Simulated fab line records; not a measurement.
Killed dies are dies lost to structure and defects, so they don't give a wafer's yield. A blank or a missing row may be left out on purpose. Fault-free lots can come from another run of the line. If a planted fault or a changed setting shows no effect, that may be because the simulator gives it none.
What tool caused it? / flow gf180mcu / Sampling: 15 lots, 45 wafers, 4 of 602 route steps

== WHAT THE GAUGES SHOWED, per wafer ==
GF_MIM_THK_MEAS_11: measures by xrf.
lot=L478; measured=day 25 05:25; on=film_metro-02; MIM_ALCU_THK (nm)=197.1 196.0 196.1
lot=L479; measured=day 25 09:16; on=film_metro-02; MIM_ALCU_THK (nm)=193.8 197.2 193.6
lot=L481; measured=day 26 09:59; on=film_metro-02; MIM_ALCU_THK (nm)=193.0 196.6 193.9
lot=L482; measured=day 26 22:59; on=film_metro-01; MIM_ALCU_THK (nm)=199.8 200.6 198.9
lot=L484; measured=day 27 05:50; on=film_metro-01; MIM_ALCU_THK (nm)=201.8 202.4 200.2
lot=L485; measured=day 27 10:18; on=film_metro-02; MIM_ALCU_THK (nm)=196.9 195.4 200.5
lot=L486; measured=day 27 21:16; on=film_metro-02; MIM_ALCU_THK (nm)=196.8 196.1 197.5
lot=L487; measured=day 28 06:00; on=film_metro-01; MIM_ALCU_THK (nm)=197.4 200.8 196.6
lot=L489; measured=day 28 21:10; on=film_metro-04; MIM_ALCU_THK (nm)=200.0 201.3 201.6
lot=L490; measured=day 29 01:41; on=film_metro-01; MIM_ALCU_THK (nm)=200.6 201.4 200.6
lot=L491; measured=day 29 09:01; on=film_metro-04; MIM_ALCU_THK (nm)=201.1 201.6 201.5
lot=L492; measured=day 29 15:33; on=film_metro-02; MIM_ALCU_THK (nm)=200.8 202.1 201.6
lot=L497; measured=day 30 23:10; on=film_metro-04; MIM_ALCU_THK (nm)=200.2 200.5 201.2
lot=L498; measured=day 31 08:11; on=film_metro-04; MIM_ALCU_THK (nm)=197.3 200.2 196.8
lot=L499; measured=day 31 12:21; on=film_metro-01; MIM_ALCU_THK (nm)=197.9 196.5 196.4

GF_V5_THK_MEAS_01.
lot=L478; measured=day 26 23:41; on=film_metro-02; V5_CVD_00_THK (nm)=299 301 301
lot=L479; measured=day 27 03:03; on=film_metro-01; V5_CVD_00_THK (nm)=300 296 302
lot=L481; measured=day 28 04:08; on=film_metro-02; V5_CVD_00_THK (nm)=305 301 305
lot=L482; measured=day 28 15:34; on=film_metro-03; V5_CVD_00_THK (nm)=296 298 297
lot=L484; measured=day 28 22:33; on=film_metro-01; V5_CVD_00_THK (nm)=299 297 303
lot=L485; measured=day 29 01:52; on=film_metro-01; V5_CVD_00_THK (nm)=299 296 298
lot=L486; measured=day 29 13:31; on=film_metro-01; V5_CVD_00_THK (nm)=295 300 299
lot=L487; measured=day 29 21:38; on=film_metro-03; V5_CVD_00_THK (nm)=297 301 300
lot=L489; measured=day 30 11:53; on=film_metro-02; V5_CVD_00_THK (nm)=302 305 299
lot=L490; measured=day 30 15:14; on=film_metro-02; V5_CVD_00_THK (nm)=301 303 302
lot=L491; measured=day 30 21:59; on=film_metro-03; V5_CVD_00_THK (nm)=298 294 296
lot=L492; measured=day 31 04:50; on=film_metro-03; V5_CVD_00_THK (nm)=305 304 304
lot=L497; measured=day 32 10:59; on=film_metro-02; V5_CVD_00_THK (nm)=297 298 302
lot=L498; measured=day 32 18:57; on=film_metro-02; V5_CVD_00_THK (nm)=301 301 301
lot=L499; measured=day 32 22:50; on=film_metro-03; V5_CVD_00_THK (nm)=295 294 296

GF_TOP_METAL_RS_MEAS_05: the measuring method here is four-point-probe.
lot=L478; measured=day 27 21:44; on=film_metro-04; TOP_METAL_ALCU_RS (ohm/sq)=0.0323 0.0325 0.0328
lot=L479; measured=day 28 01:00; on=film_metro-03; TOP_METAL_ALCU_RS (ohm/sq)=0.0334 0.0331 0.0331
lot=L481; measured=day 29 02:20; on=film_metro-04; TOP_METAL_ALCU_RS (ohm/sq)=0.0332 0.0328 0.0328
lot=L482; measured=day 29 11:53; on=film_metro-03; TOP_METAL_ALCU_RS (ohm/sq)=0.0329 0.0327 0.0328
lot=L484; measured=day 29 20:08; on=film_metro-02; TOP_METAL_ALCU_RS (ohm/sq)=0.0323 0.0323 0.0324
lot=L485; measured=day 29 23:04; on=film_metro-02; TOP_METAL_ALCU_RS (ohm/sq)=0.0325 0.0323 0.0325
lot=L486; measured=day 30 10:11; on=film_metro-04; TOP_METAL_ALCU_RS (ohm/sq)=0.0328 0.0329 0.0329
lot=L487; measured=day 30 18:04; on=film_metro-02; TOP_METAL_ALCU_RS (ohm/sq)=0.0327 0.0328 0.0326
lot=L489; measured=day 31 08:22; on=film_metro-03; TOP_METAL_ALCU_RS (ohm/sq)=0.0326 0.0326 0.0326
lot=L497; measured=day 33 05:16; on=film_metro-03; TOP_METAL_ALCU_RS (ohm/sq)=0.0331 0.0330 0.0330
lot=L498; measured=day 33 12:59; on=film_metro-04; TOP_METAL_ALCU_RS (ohm/sq)=0.0325 0.0321 0.0325
lot=L499; measured=day 33 16:41; on=film_metro-03; TOP_METAL_ALCU_RS (ohm/sq)=0.0329 0.0329 0.0328

== TOOL THAT RAN EACH LOT (tool first, then ch and the chambers of the sampled wafers, then the start) ==
lot=L478; GF_V5_STRIP_18=plasma_asher-02 ch 0,1, day 27 20:16
lot=L479; GF_V5_STRIP_18=plasma_asher-04 ch 0,1, day 27 23:30
lot=L481; GF_V5_STRIP_18=plasma_asher-01 ch 0,1, day 29 00:54
lot=L482; GF_V5_STRIP_18=plasma_asher-04 ch 1, day 29 10:23
lot=L484; GF_V5_STRIP_18=plasma_asher-02 ch 0,1, day 29 18:40
lot=L485; GF_V5_STRIP_18=plasma_asher-01 ch 0,1, day 29 21:31
lot=L486; GF_V5_STRIP_18=plasma_asher-01 ch 0,1, day 30 08:44
lot=L487; GF_V5_STRIP_18=plasma_asher-04 ch 0, day 30 16:34
lot=L489; GF_V5_STRIP_18=plasma_asher-01 ch 0,1, day 31 06:55
lot=L490; GF_V5_STRIP_18=plasma_asher-02 ch 0,1, day 31 10:02
lot=L491; GF_V5_STRIP_18=plasma_asher-04 ch 0,1, day 31 16:13
lot=L492; GF_V5_STRIP_18=plasma_asher-02 ch 0,1, day 31 22:22
lot=L497; GF_V5_STRIP_18=plasma_asher-01 ch 0, day 33 03:47
lot=L498; GF_V5_STRIP_18=plasma_asher-01 ch 0,1, day 33 11:25
lot=L499; GF_V5_STRIP_18=plasma_asher-01 ch 0,1, day 33 15:14
- GF_V5_STRIP_18: strips in O2/N2.

== AS READ BY THE TOOLS THEMSELVES (means over the sampled wafers that have a number; for cases with no such wafer, the mark the record gives instead) ==
GF_V5_STRIP_18.
lot=L478; tool=plasma_asher-02; chamber_pressure_mTorr (mTorr)=1501.1; drypump_motor_current_A (A)=6.03; heater_power_w (W)=356; oes_product_au (a.u.)=0.572
lot=L479; tool=plasma_asher-04; chamber_pressure_mTorr (mTorr)=1500.7; drypump_motor_current_A (A)=6.16; heater_power_w (W)=300; oes_product_au (a.u.)=0.568
lot=L481; tool=plasma_asher-01; chamber_pressure_mTorr (mTorr)=1499.4; drypump_motor_current_A (A)=5.90; heater_power_w (W)=380; oes_product_au (a.u.)=0.571
lot=L482; tool=plasma_asher-04; chamber_pressure_mTorr (mTorr)=1500.7; drypump_motor_current_A (A)=6.07; heater_power_w (W)=295; oes_product_au (a.u.)=0.574
lot=L484; tool=plasma_asher-02; chamber_pressure_mTorr (mTorr)=1499.5; drypump_motor_current_A (A)=6.09; heater_power_w (W)=346; oes_product_au (a.u.)=0.572
lot=L485; tool=plasma_asher-01; chamber_pressure_mTorr (mTorr)=1500.8; drypump_motor_current_A (A)=6.18; heater_power_w (W)=384; oes_product_au (a.u.)=0.570
lot=L486; tool=plasma_asher-01; chamber_pressure_mTorr (mTorr)=1499.5; drypump_motor_current_A (A)=5.86; heater_power_w (W)=382; oes_product_au (a.u.)=0.572
lot=L487; tool=plasma_asher-04; chamber_pressure_mTorr (mTorr)=1499.7; drypump_motor_current_A (A)=6.20; heater_power_w (W)=311; oes_product_au (a.u.)=0.570
lot=L489; tool=plasma_asher-01; chamber_pressure_mTorr (mTorr)=1500.1; drypump_motor_current_A (A)=6.19; heater_power_w (W)=375; oes_product_au (a.u.)=0.564
lot=L490; tool=plasma_asher-02; chamber_pressure_mTorr (mTorr)=-; drypump_motor_current_A (A)=-; heater_power_w (W)=-; oes_product_au (a.u.)=-
lot=L491; tool=plasma_asher-04; chamber_pressure_mTorr (mTorr)=-; drypump_motor_current_A (A)=-; heater_power_w (W)=-; oes_product_au (a.u.)=-
lot=L492; tool=plasma_asher-02; chamber_pressure_mTorr (mTorr)=-; drypump_motor_current_A (A)=-; heater_power_w (W)=-; oes_product_au (a.u.)=-
lot=L497; tool=plasma_asher-01; chamber_pressure_mTorr (mTorr)=1499.6; drypump_motor_current_A (A)=6.51; heater_power_w (W)=356; oes_product_au (a.u.)=0.569
lot=L498; tool=plasma_asher-01; chamber_pressure_mTorr (mTorr)=1499.7; drypump_motor_current_A (A)=6.17; heater_power_w (W)=348; oes_product_au (a.u.)=0.569
lot=L499; tool=plasma_asher-01; chamber_pressure_mTorr (mTorr)=1500.5; drypump_motor_current_A (A)=6.19; heater_power_w (W)=345; oes_product_au (a.u.)=0.565

== THE ANSWER, worked out from the rows above alone ==
Rule: usual is defined by the lots themselves. Put in order of their means at a reading, lots are off if they are a third of the lots or fewer, leave a main group of 4 or more, and stand apart from it by a gap of 3 or more times the standard deviation of the main group's means; of several such gaps the widest counts. If all means in a main group match to the digits the tables above print for the reading, that group is not used. A lot without any number at a reading at which 4 lots or more have one is off too. Where the step has rows for the other lots, those lots are counted as sound. Order of review: gauges by route order, followed by the tools' own readings, for which a lot's mean as printed above is used. The first step at which some lot is off is used, and at that step the reading that is off furthest; a lot without a number counts as furthest.
Off: L490, L491, L492 (GF_V5_STRIP_18, chamber_pressure_mTorr). Without a number there: L490, L491, L492. Main group: mean 1500.1 mTorr, sd 0.59.
A tool fits if, at that step or a process step before it, it ran every lot that is off, and no sound lot after the first of them. Not one of the candidates tried fits.

== WHAT THE SIMULATOR HAD PUT IN ==
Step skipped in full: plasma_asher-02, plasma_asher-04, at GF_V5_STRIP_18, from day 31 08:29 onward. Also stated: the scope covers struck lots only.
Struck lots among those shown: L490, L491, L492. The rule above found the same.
